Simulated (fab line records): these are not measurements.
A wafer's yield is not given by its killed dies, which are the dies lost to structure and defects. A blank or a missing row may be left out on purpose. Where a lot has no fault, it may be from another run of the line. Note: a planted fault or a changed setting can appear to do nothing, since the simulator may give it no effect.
The tool behind it: which one?	flow sky130	13 lots with 39 wafers sampled at 5 steps, on a route of 708 steps

== WHAT THE GAUGES SHOWED, per wafer ==
No reading from a measuring or inspecting step in the record can be judged against a usual standard deviation.

== TOOL THAT RAN EACH LOT (tool first, then ch and the chambers of the sampled wafers, then the start) ==
lot	SKY_CONTACT_CLEAN_22	SKY_METAL4_ETCH_16	SKY_METAL4_STRIP_19	SKY_VIA4_CMP_21	SKY_PAD_OPEN_PROBE_99
L172	wet bench-01 ch 1, day 31 15:11	rie metal-03 ch 1, day 41 18:29	plasma asher-03 ch 0,1, day 41 18:51	cmp-01 ch 0,1,3, day 42 20:26	-
L174	wet bench-01 ch 0, day 32 00:46	rie metal-02 ch 0,1, day 42 01:56	plasma asher-03 ch 1, day 42 02:14	cmp-02 ch 0,1,2, day 43 04:29	-
L175	wet bench-02 ch 1, day 32 09:29	rie metal-03 ch 1, day 42 09:24	plasma asher-04 ch 0,1, day 42 09:44	cmp-01 ch 1,2, day 43 10:29	-
L176	wet bench-02 ch 3, day 32 23:07	rie metal-01 ch 0,1, day 42 22:01	plasma asher-04 ch 0,1, day 42 22:19	cmp-02 ch 1,2,3, day 43 23:47	-
L178	wet bench-01 ch 1, day 33 10:06	rie metal-02 ch 0,1, day 43 07:39	plasma asher-03 ch 0,1, day 43 07:57	cmp-02 ch 1,2,3, day 44 09:55	-
L181	wet bench-02 ch 0, day 34 14:15	rie metal-03 ch 0,1, day 44 06:23	plasma asher-03 ch 0,1, day 44 06:52	cmp-02 ch 0,2,3, day 45 06:44	-
L183	wet bench-01 ch 0, day 35 09:55	rie metal-01 ch 0,1, day 45 00:33	plasma asher-02 ch 0,1, day 45 00:51	cmp-01 ch 0,2,3, day 46 00:16	-
L185	wet bench-02 ch 1, day 35 19:58	rie metal-01 ch 0,1, day 45 06:57	plasma asher-03 ch 0,1, day 45 07:15	cmp-01 ch 1,2,3, day 46 06:40	-
L186	wet bench-03 ch 1, day 36 05:39	rie metal-03 ch 0,1, day 45 16:24	plasma asher-03 ch 0,1, day 45 16:42	cmp-02 ch 1,2, day 46 15:59	-
L187	wet bench-01 ch 3, day 36 08:01	rie metal-02 ch 0,1, day 45 17:56	plasma asher-03 ch 0,1, day 45 18:14	cmp-02 ch 1,2, day 46 16:28	-
L190	wet bench-02 ch 2, day 37 12:49	rie metal-03 ch 0,1, day 46 20:17	plasma asher-03 ch 0,1, day 46 20:35	cmp-02 ch 0,2, day 47 18:38	-
L191	wet bench-01 ch 1, day 37 18:21	rie metal-01 ch 1, day 46 20:41	plasma asher-02 ch 0,1, day 46 20:59	cmp-01 ch 0,2,3, day 47 19:04	prober-02, day 50 04:47
L194	wet bench-01 ch 0, day 38 13:53	rie metal-03 ch 0,1, day 47 13:48	plasma asher-03 ch 0,1, day 47 14:06	cmp-02 ch 2,3, day 48 11:10	prober-02, day 50 16:56
- SKY_CONTACT_CLEAN_22: cleans in O3/DIW.
- SKY_METAL4_ETCH_16: etches BARC in N2/H2, stops on SiO2, time 88.2 s, target depth 60 nm.
- SKY_METAL4_STRIP_19: strips in O2/N2.
- SKY_VIA4_CMP_21: polishes, stops on SiO2, t overpolish 25 s, target thk 0 nm.
- SKY_PAD_OPEN_PROBE_99

== WHAT THE TOOLS THEMSELVES READ (means of the sampled wafers that have a number; where no wafer has one, the mark that the record gives instead) ==
SKY_METAL4_ETCH_16. Usual: drypump motor current A 5.8 A, standard deviation 0.31; oes product au 0.626 a.u., standard deviation 0.0051; rf fwd power W 497.2 W, standard deviation 1.6; throttle valve pct 13.205 %, standard deviation 0.0089.
lot	tool	drypump motor current A (A)	oes product au (a.u.)	rf fwd power W (W)	throttle valve pct (%)	flag
L172	rie metal-03	5.8	0.629	497.3	13.206	
L174	rie metal-02	5.7	0.625	497.6	13.196	
L175	rie metal-03	5.8	0.627	494.3	13.210	
L176	rie metal-01	5.6	0.627	496.8	13.200	
L178	rie metal-02	5.6	0.622	498.8	13.198	
L181	rie metal-03	6.0	0.628	497.2	13.206	
L183	rie metal-01	5.5	0.621	500.1	13.201	
L185	rie metal-01	5.6	0.622	496.7	13.201	
L186	rie metal-03	6.2	0.629	495.3	13.200	
L187	rie metal-02	5.7	0.622	496.0	13.211	
L190	rie metal-03	6.0	0.629	496.5	13.207	
L191	rie metal-01	5.5	0.626	496.2	13.208	
L194	rie metal-03	6.2	0.624	497.7	13.212	

SKY_METAL4_STRIP_19. Usual: drypump motor current A 5.7 A, standard deviation 0.32; oes product au 0.503 a.u., standard deviation 0.0061; strip time to endpoint s 6.54 s, standard deviation 0.1.
lot	tool	drypump motor current A (A)	oes product au (a.u.)	strip time to endpoint s (s)	flag
L172	plasma asher-03	5.7	0.490	6.45	
L174	plasma asher-03	5.2	0.499	6.58	
L175	plasma asher-04	5.8	0.501	6.44	
L176	plasma asher-04	6.0	0.504	6.53	
L178	plasma asher-03	5.7	0.502	6.56	
L181	plasma asher-03	5.7	0.495	6.41	
L183	plasma asher-02	5.3	0.501	6.58	
L185	plasma asher-03	5.7	0.505	6.59	
L186	plasma asher-03	5.5	0.503	6.50	
L187	plasma asher-03	5.5	0.500	6.53	
L190	plasma asher-03	5.5	0.502	6.49	
L191	plasma asher-02	5.4	0.506	6.60	
L194	plasma asher-03	5.7	0.506	6.56	

SKY_VIA4_CMP_21. Usual: motor current A 10.8 A, standard deviation 1.4; overpolish run s 25.001 s, standard deviation 0.0088; time to endpoint s 121 s, standard deviation 3.9.
lot	tool	motor current A (A)	overpolish run s (s)	time to endpoint s (s)	flag
L172	cmp-01	10.9	25.006	123	
L174	cmp-02	10.0	24.995	120	
L175	cmp-01	11.7	25.001	119	
L176	cmp-02	10.4	25.003	121	
L178	cmp-02	10.2	24.993	125	
L181	cmp-02	11.2	24.989	120	
L183	cmp-01	10.0	24.997	116	
L185	cmp-01	11.6	24.992	121	
L186	cmp-02	10.5	24.989	120	
L187	cmp-02	9.7	25.000	118	
L190	cmp-02	11.0	25.006	120	
L191	cmp-01	10.7	24.998	118	
L194	cmp-02	11.1	24.994	122	

SKY_PAD_OPEN_PROBE_99. Usual: killed_at_M0_to_M3 43, standard deviation 6.3; killed_at_M4_up 3.1, standard deviation 1.9; killed at contacts 24, standard deviation 5.1; killed at front end 14, standard deviation 4.3; killed at other 0.3, standard deviation 0.53; killed dies 85, standard deviation 8.8; killed open 46, standard deviation 7.1; killed short 38, standard deviation 5.9.
lot	tool	killed_at_M0_to_M3	killed_at_M4_up	killed at contacts	killed at front end	killed at other	killed dies	killed open	killed short	flag
L191	prober-02	40	2.3	67	12	0.0	121	43	31	OFF
L194	prober-02	43	1.3	82	15	0.3	142	46	37	OFF

== THE ANSWER, worked out from the rows above alone ==
Rule: a lot is off if the mean of its wafers that have a number lies more than 3 standard deviations from the usual mean. Also off: a lot with no number at a reading for which 4 or more lots have one. The other lots that the step has rows for count as sound. First the gauges in route order, then the tools' own readings, where a lot's mean is used as printed above. The first step at which some lot is off is used, and at that step the reading that is off furthest; a lot without a number counts as furthest.
Off at SKY_PAD_OPEN_PROBE_99 (killed at contacts): L191, L194. Neither off nor sound, because the step has no rows for them: L172, L174, L175, L176, L178, L181, L183, L185, L186, L187, L190.
A tool fits if, at that step or a process step before it, it ran every lot that is off, and no sound lot after the first of them. This does not decide it: 2 tools fit, namely wet bench-01 at SKY_CONTACT_CLEAN_22 and prober-02 at SKY_PAD_OPEN_PROBE_99.

== WHAT THE SIMULATOR HAD INSERTED ==
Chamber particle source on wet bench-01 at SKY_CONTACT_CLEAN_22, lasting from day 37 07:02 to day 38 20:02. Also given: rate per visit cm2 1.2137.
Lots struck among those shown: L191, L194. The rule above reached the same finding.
